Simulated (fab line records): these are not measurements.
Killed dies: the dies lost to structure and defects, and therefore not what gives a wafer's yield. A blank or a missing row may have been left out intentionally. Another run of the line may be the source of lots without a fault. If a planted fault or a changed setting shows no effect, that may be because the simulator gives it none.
Problem report in the 8D (eight disciplines) form, filled by code    flow sky130    the parts of the form that need people (team, actions taken, sign-off) are left out

1. THE ISSUE
At SKY_VIA4_ETCH_12, oes-product-au averages 0.975 a.u. over 6 wafers from 2 lots, while fault-free wafers read 0.926 a.u., standard deviation 0.0048. Measured from the usual mean, that is +10 standard deviations.
The step: etches SiO2 in C4F8/O2/Ar, stops on TiN, target depth 580 nm.
Seen first at day 47 15:36 on rie-diel-04, wafer L520.2. The record holds 42 wafers of 14 lots with a number at this step. Rule for "out", or "out of limits": more than 4 standard deviations from the usual mean. Any other wafer with a number is counted as sound.

2. WHAT THIS IS AND IS NOT
question                     is                        is not
which readings at this step  oes-product-au            -
which lots                   L520, L521                L504, L505, L506, L508, L509, L510, L511, L512, L513, L515, L522, L527
which wafers of those lots   all that have a number    -
read on which tools          rie-diel-03, rie-diel-04  rie-diel-01
when                         from day 47 15:36         up to then (30 sound wafers); but 6 sound wafers of L522, L527 came after

3. WHAT RULES OUT EACH SUSPECT
Counting: a tool stays on the suspect list if, at a process step up to the reading, it processed all lots that are out and no sound lot following the first of them.
- rie-diel-02 at SKY_METAL4_ETCH_17 (etches SiO2 in C4F8/O2/Ar, stops on TiN, time 3.9 s, target depth 15 nm): kept. It ran every lot that is out, first L520 (day 46 18:17), and no sound lot after that; its last sound lot up to then is L515 (day 45 05:14).
- cmp-02 at SKY_VIA4_CMP_02 (polishes SiO2): kept. It ran every lot that is out, first L520 (day 46 19:29), and no sound lot after that; its last sound lot up to then is L515 (day 45 06:22).
After counting, rie-diel-02 at SKY_METAL4_ETCH_17 and cmp-02 at SKY_VIA4_CMP_02 remain.

4. THE CAUSE (what the simulator had put in)
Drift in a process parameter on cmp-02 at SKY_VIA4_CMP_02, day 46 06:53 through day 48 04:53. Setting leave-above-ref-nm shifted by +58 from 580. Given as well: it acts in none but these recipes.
This tool is one of the 2 suspects left after counting.

5. SEQUENCE OF EFFECTS, ordered by route
One row per reading whose mean, taken over the struck wafers that have a number, lies over 3 standard deviations from the usual. Only readings whose record carries a usual standard deviation are examined. hours: median over the lots of the time between each lot's start at the first step of this table that gives one and its start at this step. sigmas: the change, counted in usual standard deviations.
hours  step              reading         usual       on struck wafers  change  sigmas
0      SKY_VIA4_ETCH_12  oes-product-au  0.926 a.u.  0.975             +0.049  +10
Here are the process steps it includes:
- SKY_VIA4_ETCH_12: etches SiO2 in C4F8/O2/Ar, stops on TiN, target depth 580 nm.

6. WHAT WOULD HAVE CAUGHT IT SOONER
In this record the first reading out of limits was taken at day 47 15:36, 33 hours after the fault began at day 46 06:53.
No tool reading at SKY_VIA4_CMP_02 that has a usual standard deviation in the record was out on any struck wafer, so an alarm limit of 4 standard deviations on those readings would not have fired.
Lots out: 2; all had begun SKY_VIA4_CMP_02 on cmp-02 by day 47 15:36. Had the tool been put on hold then, not one of them would have been saved.
